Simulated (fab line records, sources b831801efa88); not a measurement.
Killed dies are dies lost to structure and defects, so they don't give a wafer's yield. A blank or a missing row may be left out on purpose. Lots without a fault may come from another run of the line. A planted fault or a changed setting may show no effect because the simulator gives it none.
Which tool did it? | flow gf180mcu | 14 lots, 42 wafers sampled, at 5 steps of a route of 602

WHAT THE GAUGES READ, wafer by wafer
GF_V3_RS_MEAS_24: measures by four-point-probe. Usual: V3_W_RS 0.327 ohm/sq, standard deviation 0.0031.
lot  | measured     | on            | V3_W_RS (ohm/sq)  | flag
L347 | day 22 20:41 | film_metro-03 | 0.327 0.324 0.325 |
L349 | day 23 20:02 | film_metro-02 | 0.327 0.321 0.323 |
L354 | day 25 08:14 | film_metro-03 | 0.329 0.326 0.328 |
L356 | day 25 20:07 | film_metro-01 | 0.330 0.330 0.324 |
L358 | day 26 11:38 | film_metro-02 | 0.328 0.328 0.328 |
L359 | day 26 22:50 | film_metro-02 | 0.324 0.329 0.326 |
L360 | day 27 06:48 | film_metro-01 | 0.327 0.331 0.328 |
L361 | day 27 08:01 | film_metro-02 | 0.326 0.331 0.327 |
L362 | day 27 17:11 | film_metro-03 | 0.330 0.330 0.330 |
L363 | day 27 23:55 | film_metro-03 | 0.326 0.329 0.328 |
L365 | day 28 15:02 | film_metro-01 | 0.327 0.329 0.326 |
L366 | day 28 23:31 | film_metro-01 | 0.324 0.322 0.329 |
L367 | day 29 06:55 | film_metro-03 | 0.318 0.325 0.323 |
L369 | day 29 17:50 | film_metro-03 | 0.327 0.331 0.326 |

GF_M4_RS_MEAS_05: measures by four-point-probe. Usual: M4_ALCU_RS 0.0699 ohm/sq, standard deviation 0.00077.
lot  | measured     | on            | M4_ALCU_RS (ohm/sq)  | flag
L347 | day 22 21:23 | film_metro-02 | 0.0695 0.0701 0.0703 |
L349 | day 23 20:44 | film_metro-03 | 0.0686 0.0695 0.0697 |
L354 | day 25 08:56 | film_metro-02 | 0.0718 0.0703 0.0711 |
L356 | day 25 20:49 | film_metro-02 | 0.0691 0.0693 0.0704 |
L358 | day 26 12:20 | film_metro-02 | 0.0693 0.0708 0.0696 |
L359 | day 26 23:32 | film_metro-04 | 0.0716 0.0710 0.0705 |
L360 | day 27 07:30 | film_metro-03 | 0.0689 0.0689 0.0679 |
L361 | day 27 08:43 | film_metro-02 | 0.0687 0.0692 0.0698 |
L362 | day 27 17:53 | film_metro-04 | 0.0705 0.0704 0.0705 |
L363 | day 28 00:37 | film_metro-04 | 0.0689 0.0694 0.0696 |
L365 | day 28 15:44 | film_metro-04 | 0.0688 0.0698 0.0692 |
L366 | day 29 00:13 | film_metro-03 | 0.0711 0.0713 0.0713 |
L367 | day 29 07:37 | film_metro-02 | 0.0694 0.0697 0.0700 |
L369 | day 29 18:32 | film_metro-03 | 0.0692 0.0695 0.0693 |

GF_V4_THK_MEAS_01. Usual: V4_CVD_00_THK 603 nm, standard deviation 5.8.
lot  | measured     | on            | V4_CVD_00_THK (nm)            | flag
L347 | day 23 20:21 | film_metro-02 | 611 601 611                   |
L349 | day 24 19:19 | film_metro-01 | 610 604 603                   |
L354 | day 26 07:33 | film_metro-02 | 1205 1206 1198 1205 1206 1198 | OFF
L356 | day 26 17:48 | film_metro-04 | 597 603 599                   |
L358 | day 27 10:13 | film_metro-04 | 605 599 603                   |
L359 | day 27 20:20 | film_metro-01 | 1219 1205 1213 1218 1205 1213 | OFF
L360 | day 28 03:20 | film_metro-02 | 606 614 607                   |
L361 | day 28 05:08 | film_metro-01 | 598 604 607                   |
L362 | day 28 13:46 | film_metro-02 | 597 597 603                   |
L363 | day 28 20:55 | film_metro-01 | 593 598 596                   |
L365 | day 29 12:01 | film_metro-04 | 600 604 610                   |
L366 | day 29 20:20 | film_metro-04 | 598 600 597                   |
L367 | day 30 03:32 | film_metro-04 | 605 603 612                   |
L369 | day 30 13:34 | film_metro-04 | 601 601 602                   |

GF_V4_BOW_MEAS_05. Usual: V4_BOW 135 um, standard deviation 8.
lot  | measured     | on            | V4_BOW (um) | flag
L347 | day 23 21:07 | film_metro-01 | 145 141 143 |
L349 | day 24 19:52 | film_metro-02 | 128 139 134 |
L356 | day 26 18:31 | film_metro-01 | 135 145 146 |
L358 | day 27 10:55 | film_metro-01 | 127 128 121 |
L360 | day 28 03:50 | film_metro-04 | 132 123 126 |
L361 | day 28 05:38 | film_metro-02 | 133 135 139 |
L362 | day 28 14:16 | film_metro-01 | 152 140 132 |
L363 | day 28 21:24 | film_metro-02 | 145 145 137 |
L365 | day 29 12:31 | film_metro-02 | 126 125 133 |
L366 | day 29 20:50 | film_metro-04 | 134 140 131 |
L367 | day 30 04:03 | film_metro-04 | 137 138 131 |
L369 | day 30 14:04 | film_metro-01 | 134 130 120 |

WHICH TOOL RAN EACH LOT (tool, then ch and the chambers of the sampled wafers, then the start)
lot  | GF_V4_CVD_00
L347 | hdpcvd-02 ch 1,2, day 23 20:15
L349 | hdpcvd-02 ch 0,1, day 24 19:14
L354 | hdpcvd-02 ch 0,2, day 26 07:13
L356 | hdpcvd-01 ch 0,1, day 26 17:44
L358 | hdpcvd-01 ch 0,1, day 27 10:09
L359 | hdpcvd-01 ch 1,2, day 27 20:00
L360 | hdpcvd-01 ch 0,1,2, day 28 03:16
L361 | hdpcvd-01 ch 0,1, day 28 05:03
L362 | hdpcvd-01 ch 1,2, day 28 13:40
L363 | hdpcvd-01 ch 0,1, day 28 20:50
L365 | hdpcvd-01 ch 0,2, day 29 11:57
L366 | hdpcvd-02 ch 0,1, day 29 20:15
L367 | hdpcvd-01 ch 1,2, day 30 03:28
L369 | hdpcvd-01 ch 0,2, day 30 13:30
- GF_V4_CVD_00: deposits SiO2, target thk 600 nm, time 100 s.

WHAT THE TOOLS THEMSELVES READ (means of the sampled wafers that have a number; where no wafer has one, the mark that the record gives instead)
GF_V4_CVD_00. Usual: susceptor_temp_C 399.97 C, standard deviation 0.21.
lot  | tool      | susceptor_temp_C (C) | flag
L347 | hdpcvd-02 | 400.10               |
L349 | hdpcvd-02 | 400.01               |
L354 | hdpcvd-02 | 400.02               |
L356 | hdpcvd-01 | 399.91               |
L358 | hdpcvd-01 | 400.10               |
L359 | hdpcvd-01 | 400.19               |
L360 | hdpcvd-01 | 399.93               |
L361 | hdpcvd-01 | 400.07               |
L362 | hdpcvd-01 | 399.67               |
L363 | hdpcvd-01 | 399.92               |
L365 | hdpcvd-01 | 399.98               |
L366 | hdpcvd-02 | 399.85               |
L367 | hdpcvd-01 | 399.92               |
L369 | hdpcvd-01 | 400.12               |

THE ANSWER, worked out from the rows above alone
Rule: a lot is off if the mean of its wafers that have a number lies more than 3 standard deviations from the usual mean. A lot without any number at a reading at which 4 lots or more have one is off too. The other lots that the step has rows for count as sound. The gauges are gone through in route order, then the tools' own readings, and for those a lot's mean is taken as printed above. The first step at which some lot is off is used, and at that step the reading that is off furthest; a lot without a number counts as furthest.
Off: L354, L359, at GF_V4_THK_MEAS_01 (V4_CVD_00_THK).
A tool fits if, at a process step before that reading, it ran every lot that is off, and no sound lot after the first of them. The gauges at GF_V4_THK_MEAS_01 are tried like those tools. None of those tried fits.

WHAT THE SIMULATOR HAD PUT IN
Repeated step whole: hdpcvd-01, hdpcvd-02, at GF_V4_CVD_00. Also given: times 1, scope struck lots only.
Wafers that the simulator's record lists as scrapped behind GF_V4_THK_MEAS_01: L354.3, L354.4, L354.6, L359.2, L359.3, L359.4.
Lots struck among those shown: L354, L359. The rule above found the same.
